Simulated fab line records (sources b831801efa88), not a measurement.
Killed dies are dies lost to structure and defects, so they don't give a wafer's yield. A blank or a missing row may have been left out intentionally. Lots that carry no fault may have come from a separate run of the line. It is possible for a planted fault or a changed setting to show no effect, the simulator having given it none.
The tool behind it: which one? / flow sky130 / Sampling: 6 lots, 18 wafers, 3 of 708 route steps

## WHAT THE GAUGES READ, wafer by wafer
SKY_NWELL_OVL_MEAS_10.
lot=L311; measured=day 5 22:11; on=overlay-01; NWELL_00_OVL (nm)=0.8 0.8 1.5
lot=L314; measured=day 6 06:53; on=overlay-02; NWELL_00_OVL (nm)=169.3 168.5 169.6
lot=L315; measured=day 6 12:02; on=overlay-02; NWELL_00_OVL (nm)=169.4 169.9 170.0
lot=L323; measured=day 7 23:29; on=overlay-02; NWELL_00_OVL (nm)=-0.6 0.1 -0.1
lot=L328; measured=day 9 05:17; on=overlay-01; NWELL_00_OVL (nm)=0.8 -0.5 0.7
lot=L331; measured=day 10 04:17; on=overlay-01; NWELL_00_OVL (nm)=2.0 0.3 0.3

## TOOL THAT RAN EACH LOT (tool first, then ch and the chambers of the sampled wafers, then the start)
lot=L311; SKY_FIELD_ISO_CMP_27=cmp-01 ch 0,1, day 3 11:59; SKY_NWELL_EXPOSE_07=iline-stepper-01 ch 0, day 5 13:49
lot=L314; SKY_FIELD_ISO_CMP_27=cmp-01 ch 0,3, day 3 21:43; SKY_NWELL_EXPOSE_07=iline-stepper-01 ch 0, day 5 21:51
lot=L315; SKY_FIELD_ISO_CMP_27=cmp-01 ch 0,1,2, day 4 03:09; SKY_NWELL_EXPOSE_07=iline-stepper-01 ch 0, day 6 02:40
lot=L323; SKY_FIELD_ISO_CMP_27=cmp-02 ch 0,1, day 5 11:10; SKY_NWELL_EXPOSE_07=iline-stepper-02 ch 0, day 7 13:13
lot=L328; SKY_FIELD_ISO_CMP_27=cmp-01 ch 0,1,2, day 6 14:52; SKY_NWELL_EXPOSE_07=iline-stepper-02 ch 0, day 8 19:30
lot=L331; SKY_FIELD_ISO_CMP_27=cmp-02 ch 0,1, day 7 10:00; SKY_NWELL_EXPOSE_07=iline-stepper-02 ch 0, day 9 17:35
- SKY_FIELD_ISO_CMP_27: polishes, stops on Si3N4, t overpolish 16 s, target thk 457.8 nm.
- SKY_NWELL_EXPOSE_07: exposes mask NWM, target cd 840 nm.

## THE ANSWER, worked out from the rows above alone
Rule: usual is defined by the lots themselves. Put in order of their means at a reading, lots are off if they are a third of the lots or fewer, leave a main group of 4 or more, and stand apart from it by a gap of 3 or more times the standard deviation of the main group's means; of several such gaps the widest counts. A main group is skipped when, at the precision printed for the reading in the tables above, its means are all equal. A lot without any number at a reading at which 4 lots or more have one is off too. Any other lot the step has rows for is counted as sound.
Off: at SKY_NWELL_OVL_MEAS_10 (NWELL_00_OVL), L314, L315. Mean 0.5 nm and standard deviation 0.48 in the main group.
A tool fits if, at a process step before that reading, it ran every lot that is off, and no sound lot after the first of them. Those tools and the gauges at SKY_NWELL_OVL_MEAS_10 are tried in the same way. One fits: SKY_NWELL_EXPOSE_07 on iline-stepper-01. Its last sound lot is L311 (day 5 13:49), its first lot that is off L314 (day 5 21:51): a fault that began between those two fits.

## WHAT HAD BEEN PUT IN BY THE SIMULATOR
Scanner matching overlay: iline-stepper-01, from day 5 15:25 on, at SKY_NWELL_EXPOSE_07. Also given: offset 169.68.
Shown lots that were struck: L314, L315. The rule above reached the same finding.
